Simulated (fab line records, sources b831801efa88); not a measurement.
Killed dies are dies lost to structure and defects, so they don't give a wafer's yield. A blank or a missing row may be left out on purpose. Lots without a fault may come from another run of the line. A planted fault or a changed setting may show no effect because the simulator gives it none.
fab line records | flow gf180mcu
record lots=5 wafers=15 last_day=33
route steps=602 shown V3@433
lots that met no fault: from a run of the same line without faults
start_h: hours from the record's first day to the start of the lot's first wafer shown | wait_h: hours since the lot's step before | " the same as in the row above | L1.1+2: a row that stands for several wafers | - no value, or no start given | * or withheld: withheld | < > ~ a bound
route shown NAME@n: a module of which the file shows steps, and the number in the route of the first | usual: mean/standard deviation of fault-free wafers | same: alike in all rows | chamber/n: place in a boat | sites: the reading at each site | _std_site: their standard deviation | _edge_site: outer sites' mean less inner sites' | radius_mm: how far each site lies from the wafer's centre | mask NAME#n: copy n | behind: the tool/chamber that last shaped the wafer | hold: why the lot was held/for how many hours/how that ended | device: the transistor (n, p or np) that didn't switch | end of line: the same wafers' tests at the end of the route | a step without rows: its recipe alone | killed: dies lost to structure and defects at the first sort, not the wafer's yield | map: a wafer's dies, x killed, . not, _ none there
set.NAME: the setting as run; set.NAME@STEP: as run at that earlier step | model.NAME: the simulator's own value behind a step, which no gauge read
lots at some steps of the route; a table a step, a row a wafer
services: from which hour (start_h, from the record's first day; less than 0 if before it) a tool's chamber was out of use, for how many hours, and why
## steps
# step GF_V3_CMP_04
# recipe material=SiO2 down_force_psi=4 platen_rpm=60 pad_velocity_m_s=0.94248
# usual edge_zone_pressure_frac=1.000/0.0046 motor_current_A=11.8/0.98 time_to_endpoint_s=75/7.7
# columns lot.wafer tool chamber start_h wait_h edge_zone_pressure_frac motor_current_A time_to_endpoint_s
L075.3 cmp-01 1 507.53 0.1 1.006 11.0 61
L075.5 " 3 " " 0.999 11.8 71
L075.6 " 0 " " 1.003 11.1 71
L076.1 cmp-01 0 513.76 0.1 1.006 11.4 73
L076.2 " 1 " " 1.009 11.6 65
L076.4 " 3 " " 1.003 10.9 70
L081.3 cmp-02 0 552.59 0.0 0.995 12.5 70
L081.4 " 2 " " 0.990 11.5 89
L081.5 " 0 " " 1.001 13.3 81
L089.3 cmp-01 3 615.51 0.2 0.996 11.3 67
L089.1 " 0 " " 0.995 11.8 63
L089.2 " 1 " " 0.999 11.5 63
L094.4 cmp-01 0 652.00 0.1 0.999 11.9 71
L094.1 " 2 " " 1.005 11.3 61
L094.6 " 3 " " 1.000 11.6 70
# step GF_V3_BOW_MEAS_05
# recipe mode=bow
# usual V3_BOW=117/9.2
# columns lot.wafer tool chamber start_h wait_h V3_BOW[um]
L075.3 film_metro-02 - 507.77 0.2 132
L075.5 " - " " 129
L075.6 " - " " 128
L076.1 film_metro-02 - 514.06 0.2 119
L076.2 " - " " 130
L076.4 " - " " 119
L081.3 film_metro-03 - 552.93 0.3 109
L081.4 " - " " 106
L081.5 " - " " 103
L089.1 film_metro-03 - 615.76 0.1 122
L089.2 " - " " 105
L089.3 " - " " 122
L094.1 film_metro-02 - 652.25 0.1 122
L094.4 " - " " 117
L094.6 " - " " 125
# step GF_V3_DEHYDRATE_06
# recipe temp_c=200 time_s=60
# usual heater_power_total_W=160.37/0.13
# columns lot.wafer tool chamber start_h wait_h heater_power_total_W
L075.3 litho_track-03 0 518.59 10.8 160.40
L075.5 " 0 " " 160.21
L075.6 " 0 " " 160.38
L076.1 litho_track-01 0 524.40 10.3 160.56
L076.2 " 0 " " 160.47
L076.4 " 0 " " 160.64
L081.3 litho_track-03 0 563.94 11.0 160.32
L081.4 " 0 " " 160.20
L081.5 " 0 " " 160.16
L089.1 litho_track-04 0 625.07 9.3 160.51
L089.2 " 0 " " 160.57
L089.3 " 0 " " 160.39
L094.1 litho_track-04 0 661.27 9.0 160.27
L094.4 " 0 " " 160.46
L094.6 " 0 " " 160.15
# step GF_V3_HMDS_07
# recipe prime_time_s=60 prime_temp_c=120
# columns lot.wafer tool chamber start_h wait_h
L075.3+5+6 litho_track-03 0 518.74 0.1
L076.1+2+4 litho_track-01 0 524.55 0.1
L081.3+4+5 litho_track-03 0 564.09 0.1
L089.1+2+3 litho_track-04 0 625.22 0.1
L094.1+4+6 litho_track-04 0 661.42 0.1
# step GF_V3_COAT_08
# recipe resist=BARC temp_c=withheld time_s=withheld spin_rpm=withheld resist_thk_nm=withheld
# columns lot.wafer tool chamber start_h wait_h
L075.3+5+6 litho_track-03 0 518.89 0.1
L076.1+2+4 litho_track-01 0 524.70 0.1
L081.3+4+5 litho_track-03 0 564.24 0.1
L089.1+2+3 litho_track-04 0 625.37 0.1
L094.1+4+6 litho_track-04 0 661.57 0.1
# step GF_V3_COAT_09
# recipe resist=KrF spin_rpm=withheld resist_thk_nm=1000
# columns lot.wafer tool chamber start_h wait_h
L075.3+5+6 litho_track-03 0 - -
L076.1+2+4 litho_track-01 0 - -
L081.3+4+5 litho_track-03 0 - -
L089.1+2+3 litho_track-04 0 - -
L094.1+4+6 litho_track-04 0 - -
# step GF_V3_SOFTBAKE_10
# recipe temp_c=130 time_s=60 resist=KrF
# usual heater_power_total_W=93.05/0.063
# columns lot.wafer tool chamber start_h wait_h heater_power_total_W
L075.3 litho_track-03 0 - - 93.09
L075.5 " 0 " " 92.93
L075.6 " 0 " " 93.02
L076.1 litho_track-01 0 - - 93.16
L076.2 " 0 " " 93.09
L076.4 " 0 " " 93.10
L081.3 litho_track-03 0 - - 93.00
L081.4 " 0 " " 93.11
L081.5 " 0 " " 93.07
L089.1 litho_track-04 0 - - 93.04
L089.2 " 0 " " 93.03
L089.3 " 0 " " 92.95
L094.1 litho_track-04 0 - - 93.02
L094.4 " 0 " " 93.09
L094.6 " 0 " " 93.00
# step GF_V3_EXPOSE_11
# recipe mask_id=Via3 target_cd_nm=260 na=0.68 source_shape=conventional sigma_outer=0.6 dose_mj=38
# usual stage_vel_mm_s=500.03/0.23
# columns lot.wafer tool chamber start_h wait_h mask stage_vel_mm_s
L075.3 krf_scanner-02 0 - - Via3#0 500.12
L075.5 " 0 " " Via3#0 500.35
L075.6 " 0 " " Via3#0 500.09
L076.1 krf_scanner-02 0 - - Via3#0 499.91
L076.2 " 0 " " Via3#0 499.92
L076.4 " 0 " " Via3#0 500.41
L081.3 krf_scanner-02 0 - - Via3#0 499.78
L081.4 " 0 " " Via3#0 499.73
L081.5 " 0 " " Via3#0 499.68
L089.1 krf_scanner-01 0 - - Via3#0 499.91
L089.2 " 0 " " Via3#0 500.00
L089.3 " 0 " " Via3#0 499.97
L094.1 krf_scanner-01 0 - - Via3#0 500.47
L094.4 " 0 " " Via3#0 500.33
L094.6 " 0 " " Via3#0 499.50
# step GF_V3_PEB_12
# recipe peb_temp_c=135 peb_time_s=90 resist=KrF
# usual heater_power_total_W=85.68/0.083
# columns lot.wafer tool chamber start_h wait_h heater_power_total_W
L075.3 litho_track-03 0 - - 85.71
L075.5 " 0 " " 85.63
L075.6 " 0 " " 85.87
L076.1 litho_track-03 0 - - 85.80
L076.2 " 0 " " 85.73
L076.4 " 0 " " 85.66
L081.3 litho_track-03 0 - - 85.77
L081.4 " 0 " " 85.70
L081.5 " 0 " " 85.74
L089.1 litho_track-01 0 - - 85.55
L089.2 " 0 " " 85.78
L089.3 " 0 " " 85.61
L094.1 litho_track-03 0 - - 85.53
L094.4 " 0 " " 85.77
L094.6 " 0 " " 85.59
# step GF_V3_DEVELOP_13
# recipe develop_time_s=60 resist=KrF dev_temp_c=21
# columns lot.wafer tool chamber start_h wait_h
L075.3+5+6 litho_track-03 0 530.19 0.1
L076.1+2+4 litho_track-03 0 536.34 0.2
L081.3+4+5 litho_track-03 0 574.79 0.1
L089.1+2+3 litho_track-01 0 635.40 0.2
L094.1+4+6 litho_track-03 0 671.94 0.2
## services
# columns tool chamber start_h hours kind
cmp-01 - 496.20 2.6 repair
krf_scanner-01 - 498.96 3.6 pm
cmp-01 - 501.42 0.2 repair
krf_scanner-01 - 502.52 1.0 pm
krf_scanner-01 - 558.74 4.0 pm
krf_scanner-02 - 562.76 1.0 pm
cmp-01 - 562.78 12.6 pm
krf_scanner-01 - 563.79 0.9 repair
cmp-02 - 572.12 4.0 pm
litho_track-01 - 582.19 - consumable_replace:filter
krf_scanner-02 - 597.52 0.8 pm
krf_scanner-02 0 598.52 - calibration
cmp-01 - 602.08 0.4 repair
litho_track-03 - 608.21 - consumable_replace:filter
krf_scanner-02 - 612.09 0.6 repair
cmp-02 - 612.42 5.3 pm
krf_scanner-01 - 618.26 0.8 pm
cmp-02 - 624.60 1.0 repair
krf_scanner-02 - 629.73 1.3 pm
cmp-01 - 635.02 0.8 repair
cmp-01 - 635.28 3.7 repair
litho_track-03 - 651.67 - consumable_replace:filter
krf_scanner-01 - 651.78 1.3 pm
krf_scanner-01 - 670.73 1.0 pm
## key
fault none
